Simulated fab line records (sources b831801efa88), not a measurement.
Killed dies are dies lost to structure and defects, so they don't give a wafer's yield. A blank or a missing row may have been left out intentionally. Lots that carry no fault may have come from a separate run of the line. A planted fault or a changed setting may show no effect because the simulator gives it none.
The same fault as seen by 2 desks :: flow gf180mcu :: only its own numbers are on each desk; what lay behind them is given at the end

== METROLOGY DESK ==
Lot by lot, what the gauges showed, no matter which tool ran the lot: averages of those sampled wafers that carry a number. Marked OUT: a lot whose mean sits more than 4 standard deviations from the usual mean, which makes it out of limits; the brackets give that distance.
Columns: A = INCOMING_BOW at GF_STI_BOW_MEAS_00, usual 0 um
lot: L541
first seen here: day 1 10:00
A: -3

lot: L542
first seen here: day 1 15:01
A: -3

lot: L544
first seen here: day 2 01:00
A: 1

lot: L547
first seen here: day 2 16:00
A: 0

lot: L548
first seen here: day 2 21:02
A: 2

lot: L550
first seen here: day 3 07:00
A: 2

lot: L551
first seen here: day 3 12:02
A: -5

lot: L552
first seen here: day 3 17:00
A: 0

lot: L558
first seen here: day 4 23:00
A: -1

lot: L559
first seen here: day 5 04:04
A: 2

lot: L563
first seen here: day 6 00:01
A: -3

lot: L564
first seen here: day 6 05:00
A: 3
This desk's finding: nothing out of limits on any of the 12 lots.

== TOOL OWNER'S DESK, cmp-01 ==
The tool's own readings at GF_STI_CMP_25 (polishes, stops on Si3N4, t overpolish 33 s, target thk 524.6 nm): means of the sampled wafers that have a number, for each lot that ran on this tool. Marked OUT: a lot whose mean sits more than 4 standard deviations from the usual mean, which makes it out of limits; the brackets give that distance.
Columns: A = motor current A at GF_STI_CMP_25, usual 11.6 A; B = overpolish run s at GF_STI_CMP_25, usual 33.001 s; C = slurry flow ml min at GF_STI_CMP_25, usual 150.0; D = time to endpoint s at GF_STI_CMP_25, usual 128 s
lot: L541
first seen here: day 2 02:29
A: 10.9
B: 33.005
C: 150.3
D: 125

lot: L542
first seen here: day 2 11:52
A: 11.6
B: 33.001
C: 149.9
D: 129

lot: L547
first seen here: day 3 19:39
A: 11.9
B: 32.999
C: 149.6
D: 133

lot: L548
first seen here: day 3 19:57
A: 10.4
B: 32.995
C: 149.9
D: 130

lot: L551
first seen here: day 4 09:43
A: 11.0
B: 33.003
C: 150.0
D: 128

lot: L552
first seen here: day 4 17:58
A: 10.9
B: 33.003
C: 149.6
D: 127

lot: L558
first seen here: day 5 18:32
A: 11.5
B: 32.992
C: 149.9
D: 217 (+21) OUT

lot: L559
first seen here: day 6 00:58
A: 11.8
B: 33.011
C: 150.0
D: 164 (+8.5) OUT

lot: L563
first seen here: day 6 20:33
A: 10.9
B: 33.006
C: 150.2
D: 173 (+11) OUT
This desk's finding: out of limits on L558, L559, L563; first on L558, day 5 18:32 (time to endpoint s at GF_STI_CMP_25). L541, L542, L547, L548, L551, L552 stayed within limits.

== BROUGHT TOGETHER ==
At day 5 18:32, on L558, L559, L563, the tool owner's desk was in a position to raise an alarm.
Nothing out of limits was seen by the metrology desk.
The metrology desk has L558, L559, L563 on record, within its limits.
The lots listed all ran GF_STI_CMP_25 on cmp-01.

== WHAT THE SIMULATOR HAD PUT IN ==
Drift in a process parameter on cmp-01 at GF_STI_CMP_25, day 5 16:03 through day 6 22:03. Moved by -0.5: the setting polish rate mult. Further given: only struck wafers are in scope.
Struck lots among those shown: L558, L559, L563.
Delay in hours, fault start to first out-of-limits reading, by desk: the tool owner's desk at 2.
